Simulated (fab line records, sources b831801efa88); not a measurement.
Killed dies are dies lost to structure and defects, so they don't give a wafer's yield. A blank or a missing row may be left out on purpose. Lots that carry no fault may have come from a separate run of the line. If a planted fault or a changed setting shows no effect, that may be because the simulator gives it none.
A single fault, viewed from 2 desks :: flow sky130 :: each desk has only its own numbers; what lay behind them comes last

## DESK OF THE TOOL OWNER: rie-si-01
The tool's own readings at SKY_FIELD_ISO_ETCH_17 (etches Si in HBr/Cl2/O2, target depth 342 nm, time 97.7 s): means of the sampled wafers that have a number, for each lot that ran on this tool. The brackets show how far a lot's mean lies from the usual mean; more than 4 standard deviations puts the lot out of limits, marked OUT.
Columns: A = bias-w at SKY_FIELD_ISO_ETCH_17, usual 150.0 W; B = drypump-motor-current-A at SKY_FIELD_ISO_ETCH_17, usual 5.8 A; C = oes-product-au at SKY_FIELD_ISO_ETCH_17, usual 1.002 a.u.; D = rf-fwd-power-W at SKY_FIELD_ISO_ETCH_17, usual 596.7 W; E = run-length-s at SKY_FIELD_ISO_ETCH_17, usual 126.1 s; F = throttle-valve-pct at SKY_FIELD_ISO_ETCH_17, usual 25.656 %
lot: L923
first seen here: day 2 07:32
A: 150.0
B: 6.0
C: 1.009
D: 595.5
E: 126.3
F: 25.651

lot: L926
first seen here: day 2 20:46
A: 150.0
B: 5.9
C: 1.001
D: 596.9
E: 126.5
F: 25.658

lot: L928
first seen here: day 3 04:40
A: 150.1
B: 5.8
C: 1.002
D: 598.0
E: 125.9
F: 25.653

lot: L929
first seen here: day 3 12:52
A: 150.4
B: 5.7
C: 0.995
D: 595.8
E: 126.0
F: 25.680

lot: L932
first seen here: day 4 06:10
A: 149.4
B: 5.7
C: 1.000
D: 598.0
E: 126.0
F: 25.654

lot: L936
first seen here: day 5 02:28
A: 149.5
B: 5.8
C: 1.002
D: 597.2
E: 130.3 (+6.2) OUT
F: 25.662

lot: L939
first seen here: day 5 15:30
A: 149.9
B: 5.8
C: 0.999
D: 600.1
E: 132.2 (+9.2) OUT
F: 25.663

lot: L941
first seen here: day 6 02:16
A: 149.8
B: 5.8
C: 1.012
D: 598.2
E: 132.2 (+9.2) OUT
F: 25.651
This desk finds L936, L939, L941 out of limits, L936 being first, at day 5 02:28 (run-length-s at SKY_FIELD_ISO_ETCH_17). In limits: L923, L926, L928, L929, L932.

## THE METROLOGY DESK
What the gauges read for every lot (on any tool): the sampled wafers with a number, averaged. The brackets show how far a lot's mean lies from the usual mean; more than 4 standard deviations puts the lot out of limits, marked OUT.
Columns: A = FIELD_ISO_CVD_03_THK at SKY_FIELD_ISO_THK_MEAS_04, usual 164.6 nm; B = VT_ADJUST_HVTP_OVL at SKY_VT_ADJUST_HVTP_OVL_MEAS_08, usual 0.7 nm
lot: L923
first seen here: day 1 18:47
A: 164.5
B: -0.6

lot: L926
first seen here: day 2 07:01
A: 165.6
B: -0.5

lot: L925
first seen here: day 2 07:02
A: 165.6
B: 1.6

lot: L928
first seen here: day 2 14:40
A: 164.9
B: 1.5

lot: L929
first seen here: day 2 22:10
A: 164.9
B: 1.8

lot: L931
first seen here: day 3 06:46
A: 166.5
B: -1.0

lot: L932
first seen here: day 3 12:41
A: 164.2
B: 0.5

lot: L933
first seen here: day 3 16:28
A: 163.8
B: 1.3

lot: L936
first seen here: day 4 07:45
A: 166.0
B: 0.3

lot: L939
first seen here: day 4 21:31
A: 162.9
B: -1.0

lot: L941
first seen here: day 5 07:31
A: 163.2
B: 0.7

lot: L943
first seen here: day 5 18:16
A: 164.5
B: 2.7

lot: L944
first seen here: day 6 00:47
A: 163.6
B: -0.0
Result from this desk: across the 13 lots, nothing is out of limits.

## PUT TOGETHER
The tool owner's desk had the chance to raise an alarm at day 5 02:28 on L936, L939, L941.
At the metrology desk, nothing out of limits was observed.
The metrology desk has L936, L939, L941 on record, within its limits.
The lots listed all ran SKY_FIELD_ISO_ETCH_17 on rie-si-01.

## WHAT THE SIMULATOR PUT IN
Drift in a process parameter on rie-si-01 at SKY_FIELD_ISO_ETCH_17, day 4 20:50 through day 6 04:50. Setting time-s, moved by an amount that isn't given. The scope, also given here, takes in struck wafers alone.
Shown lots that were struck: L936, L939, L941.
Hours from the fault's start to each desk's first reading out of limits: the tool owner's desk, 6.
